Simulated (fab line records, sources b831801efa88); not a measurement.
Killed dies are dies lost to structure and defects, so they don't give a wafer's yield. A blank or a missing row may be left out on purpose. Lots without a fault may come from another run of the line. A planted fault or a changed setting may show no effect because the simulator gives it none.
Which tool did it? | flow sky130 | 12 lots, 34 wafers sampled, at 1 step of a route of 708

WHAT THE GAUGES READ, wafer by wafer
SKY_CAP2M_OVL_MEAS_12.
lot  | measured     | on         | CAP2M_OVL (nm)
L699 | day 41 15:27 | overlay-02 | -2.0 -0.6 -1.3
L700 | day 42 04:22 | overlay-01 | -1.1 -1.1 -1.2
L701 | day 42 05:59 | overlay-01 | -3.7 -1.3 -3.5
L702 | day 42 12:47 | overlay-01 | -2.1 -3.2 -4.0
L703 | day 42 18:25 | overlay-01 | -0.1 -0.2 0.1
L705 | day 43 07:55 | overlay-01 | -2.0 -2.1
L708 | day 44 10:38 | overlay-01 | 0.7 -0.6
L713 | day 45 13:47 | overlay-02 | -0.2 -1.1 0.9
L714 | day 45 18:40 | overlay-02 | -2.0 -1.6 -0.4
L715 | day 46 01:40 | overlay-01 | -2.7 -1.7 -1.5
L717 | day 47 03:58 | overlay-01 | -2.3 -1.5 -3.7
L718 | day 47 04:08 | overlay-02 | 1.1 2.1 2.3

WHICH TOOL RAN EACH LOT (tool, then ch and the chambers of the sampled wafers, then the start)
The record holds no process step before these readings.

WHAT THE TOOLS THEMSELVES READ (means of the sampled wafers that have a number; where no wafer has one, the mark that the record gives instead)
The record holds no such reading with a usual standard deviation.

THE ANSWER, worked out from the rows above alone
Rule: what is usual is taken from the lots themselves. Put in order of their means at a reading, lots are off if they are a third of the lots or fewer, leave a main group of 4 or more, and stand apart from it by a gap of 3 or more times the standard deviation of the main group's means; of several such gaps the widest counts. A main group whose means are all the same, to the digits that the tables above print for the reading, isn't used. A lot without any number at a reading at which 4 lots or more have one is off too. The other lots that the step has rows for count as sound. The gauges are gone through in route order, then the tools' own readings, and for those a lot's mean is taken as printed above. The first step at which some lot is off is used, and at that step the reading that is off furthest; a lot without a number counts as furthest.
No lot is off at any reading shown: from this, nothing can be told.

WHAT THE SIMULATOR HAD PUT IN
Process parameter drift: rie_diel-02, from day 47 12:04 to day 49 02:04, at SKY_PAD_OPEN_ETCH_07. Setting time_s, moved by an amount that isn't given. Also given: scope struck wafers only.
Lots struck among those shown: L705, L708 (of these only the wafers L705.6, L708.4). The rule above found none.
